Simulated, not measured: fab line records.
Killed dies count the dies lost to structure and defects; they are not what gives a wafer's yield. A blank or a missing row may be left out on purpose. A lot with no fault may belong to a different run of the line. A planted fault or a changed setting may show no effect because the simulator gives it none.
Chamber matching | flow gf180mcu | 3 sister chambers for GF_V3_CVD_02 on pecvd-02
The step deposits SiO2 from TEOS, target thk 850 nm, time 94.851 s. 6 wafers are shown with their chamber, then 9 later ones without.

EACH WAFER AND ITS CHAMBER
wafer  | chamber | heater power w (W)
L080.3 | 2       | 628
L080.4 | 2       | 672
L081.4 | 0       | 646
L082.3 | 1       | 649
L082.4 | 1       | 671
L082.5 | 0       | 785

WAFERS WITH NO CHAMBER GIVEN
wafer  | heater power w (W)
L085.3 | 672
L085.4 | 782
L085.5 | 553
L087.3 | 686
L087.4 | 537
L087.5 | 798
L093.1 | 554
L093.2 | 620
L093.5 | 627

THE CHAMBER EACH PASSED THROUGH
wafer  | from the rows above          | in truth
L085.3 | can't be placed: 1 or 2 or 0 | 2
L085.4 | can't be placed: 0 or 1 or 2 | 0
L085.5 | can't be placed: 2 or 1 or 0 | 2
L087.3 | can't be placed: 1 or 0 or 2 | 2
L087.4 | can't be placed: 2 or 1 or 0 | 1
L087.5 | can't be placed: 0 or 1 or 2 | 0
L093.1 | can't be placed: 2 or 1 or 0 | 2
L093.2 | can't be placed: 2 or 1 or 0 | 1
L093.5 | can't be placed: 2 or 1 or 0 | 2
0 of 9 placed correctly. Unplaceable from these rows: 9, with the true chamber sitting among the candidates in 9. 0 placed wrongly.
How it was worked out, from the rows above alone: a wafer's distance from a chamber is the root of the sum, over the readings, of the square of ((its reading less the chamber's mean) divided by the reading's scatter). The wafer belongs to the nearest chamber; if the next one is less than 2 further off, it can't be placed. For every chamber, the mean is computed from those of its wafers that are shown. How the scatter is found: for the shown wafers, subtract from each reading the mean of its chamber, square and add these, divide the total by (wafers less chambers), then take the root.
